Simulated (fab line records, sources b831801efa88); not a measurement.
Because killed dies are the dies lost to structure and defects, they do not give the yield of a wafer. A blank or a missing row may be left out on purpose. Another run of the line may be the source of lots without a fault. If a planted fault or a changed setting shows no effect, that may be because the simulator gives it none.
Problem report in the 8D (eight disciplines) form, filled by code + flow gf180mcu + the parts of the form that need people (team, actions taken, sign-off) are left out

== 1. WHAT WENT WRONG ==
Mean of run_length_s at GF_POLY_GATE_ETCH_13: 103.1 s across 9 wafers in 3 lots; on wafers with no fault it is 97.8 s (standard deviation 0.43). That is +12 standard deviations from the usual mean.
The step: etches poly-Si in HBr/Cl2, stops on SiO2, target depth 198.5 nm, time 69.6 s.
First seen on wafer L307.2, day 11 13:15, on rie_si-02. The record has a number at this step for 21 wafers belonging to 7 lots. Rule for "out" (also "out of limits"): further than 4 standard deviations from the usual mean. The rest of the wafers with a number are treated as sound.

== 2. WHAT IT IS AND WHAT IT IS NOT ==
| question                    | is                     | is not                                                                   |
|-----------------------------|------------------------|--------------------------------------------------------------------------|
| which readings at this step | run_length_s           | drypump_motor_current_A, throttle_valve_pct                              |
| which lots                  | L307, L309, L310       | L299, L302, L321, L322                                                   |
| which wafers of those lots  | all that have a number | -                                                                        |
| read on which tools         | rie_si-02              | rie_si-01                                                                |
| when                        | from day 11 13:15      | up to then (6 sound wafers); but 6 sound wafers of L321, L322 came after |

== 3. SUSPECTS, AND WHAT RULES EACH OUT ==
Counting: a tool at a process step up to the reading stays a suspect if it ran every lot that is out and no sound lot after the first of them.
- rie_si-02 at GF_POLY_GATE_ETCH_13 (etches poly-Si in HBr/Cl2, stops on SiO2, target depth 198.5 nm, time 69.6 s): ruled out as a lasting fault. After its first lot that is out, L307 (day 11 13:15), sound lots L322 ran on it.
Left after counting: nothing in the record.

== 4. THE CAUSE (what the simulator had put in) ==
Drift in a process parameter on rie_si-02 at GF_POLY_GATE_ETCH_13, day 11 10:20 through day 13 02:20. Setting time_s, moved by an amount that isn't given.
Counting ruled it out, wrongly.

== 5. THE CHAIN OF EFFECTS, in route order ==
Rows list readings where the struck wafers' mean (over those with a number) sits beyond 3 standard deviations from the usual. Only readings whose record carries a usual standard deviation are examined. hours: median over the lots of the time between each lot's start at the first step of this table that gives one and its start at this step. sigmas: the change, counted in usual standard deviations.
| hours | step                 | reading        | usual      | on struck wafers | change | sigmas |
|-------|----------------------|----------------|------------|------------------|--------|--------|
| 0     | GF_POLY_GATE_ETCH_13 | oes_product_au | 0.993 a.u. | 0.950            | -0.043 | -5.2   |
| 0     | GF_POLY_GATE_ETCH_13 | run_length_s   | 97.8 s     | 103.1            | +5.3   | +12    |
Process steps it contains:
- GF_POLY_GATE_ETCH_13: etches poly-Si in HBr/Cl2, stops on SiO2, target depth 198.5 nm, time 69.6 s.

== 6. WHAT WOULD HAVE CAUGHT IT SOONER ==
In this record no reading fell out of limits until day 11 13:15, 3 hours after the fault had begun at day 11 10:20.
